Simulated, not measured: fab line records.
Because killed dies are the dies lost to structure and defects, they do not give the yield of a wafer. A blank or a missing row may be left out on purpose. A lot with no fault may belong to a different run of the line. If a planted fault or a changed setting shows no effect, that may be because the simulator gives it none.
What tool caused it?	flow gf180mcu	Sampling: 11 lots, 32 wafers, 4 of 602 route steps

== WHAT THE GAUGES SHOWED, per wafer ==
GF_V1_RS_MEAS_24: uses a four-point probe to measure.
lot	measured	on	V1_W_RS (ohm/sq)
L542	day 19 21:02	film_metro-04	0.335 0.332 0.329
L544	day 20 06:59	film_metro-03	0.323 0.322 0.324
L545	day 20 11:14	film_metro-03	0.327 0.323 0.323
L546	day 21 08:19	film_metro-04	0.323 0.326 0.322
L547	day 21 10:55	film_metro-04	0.329 0.329 0.325
L548	day 21 23:42	film_metro-03	0.328 0.323 0.324
L549	day 22 06:13	film_metro-01	0.326 0.327 0.325
L550	day 22 18:35	film_metro-04	0.562 0.576 0.327 0.563 0.576 0.327
L551	day 23 10:13	film_metro-03	0.564 0.326 0.567 0.327
L554	day 24 05:52	film_metro-04	0.575 0.327 0.578 0.574 0.326 0.577
L561	day 25 21:05	film_metro-01	0.326 0.330 0.337

== EACH LOT AND THE TOOL THAT RAN IT (in order: tool; ch and the chambers of the sampled wafers; start) ==
lot	GF_CONTACT_CMP_27	GF_M1_SPUTTER_04	GF_V1_CVD_23
L542	cmp-02 ch 0,1,2, day 17 17:59	pvd_sputter-01, day 17 18:25	cvd_w-01 ch 0,1, day 19 20:55
L544	cmp-02 ch 1,3, day 18 03:37	pvd_sputter-03, day 18 04:06	cvd_w-02 ch 0,1, day 20 06:52
L545	cmp-02 ch 1,2,3, day 18 07:53	pvd_sputter-01, day 18 08:16	cvd_w-02 ch 0,1, day 20 11:08
L546	cmp-01 ch 1,2, day 19 05:19	pvd_sputter-01, day 19 05:47	cvd_w-02 ch 0, day 21 08:11
L547	cmp-01 ch 2,3, day 19 08:31	pvd_sputter-03, day 19 08:57	cvd_w-02 ch 0,1, day 21 10:47
L548	cmp-01 ch 1,2,3, day 19 21:37	pvd_sputter-03, day 19 22:00	cvd_w-01 ch 0,1, day 21 23:35
L549	cmp-02 ch 0,1,2, day 20 03:26	pvd_sputter-03, day 20 03:46	cvd_w-02 ch 0,1, day 22 06:06
L550	cmp-01 ch 1,3, day 20 15:59	pvd_sputter-01, day 20 16:25	cvd_w-02 ch 0,1, day 22 18:29
L551	cmp-01 ch 0,3, day 21 08:44	pvd_sputter-04, day 21 09:07	cvd_w-02 ch 1, day 23 10:02
L554	cmp-02 ch 0,2,3, day 22 04:43	pvd_sputter-04, day 22 05:08	cvd_w-02 ch 0,1, day 24 05:42
L561	cmp-01 ch 2,3, day 23 22:13	pvd_sputter-04, day 23 22:38	cvd_w-01 ch 0,1, day 25 20:58
- GF_CONTACT_CMP_27: polishes, stops on SiO2, t overpolish 15 s, target thk 0 nm.
- GF_M1_SPUTTER_04: material TiN, target thk 50 nm, time 41.7 s.
- GF_V1_CVD_23: deposits W, target thk 350 nm, time 105.05 s.

== THE ANSWER, worked out from the rows above alone ==
Rule: what is usual is taken from the lots themselves. Put in order of their means at a reading, lots are off if they are a third of the lots or fewer, leave a main group of 4 or more, and stand apart from it by a gap of 3 or more times the standard deviation of the main group's means; of several such gaps the widest counts. A main group whose means are all the same, to the digits that the tables above print for the reading, isn't used. A lot without any number at a reading at which 4 lots or more have one is off too. Any other lot the step has rows for is counted as sound.
Off: L550, L551, L554, at GF_V1_RS_MEAS_24 (V1_W_RS). Main group: mean 0.327 ohm/sq, sd 0.0031.
A tool fits if, at a process step before that reading, it ran every lot that is off, and no sound lot after the first of them. Those tools and the gauges at GF_V1_RS_MEAS_24 are tried in the same way. One fits: GF_V1_CVD_23 on cvd_w-02. Its last sound lot is L549 (day 22 06:06), its first lot that is off L550 (day 22 18:29): a fault that began between those two fits.

== WHAT THE SIMULATOR PUT IN ==
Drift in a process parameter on cvd_w-02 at GF_V1_CVD_23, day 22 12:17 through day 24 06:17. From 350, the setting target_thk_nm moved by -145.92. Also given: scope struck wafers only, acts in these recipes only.
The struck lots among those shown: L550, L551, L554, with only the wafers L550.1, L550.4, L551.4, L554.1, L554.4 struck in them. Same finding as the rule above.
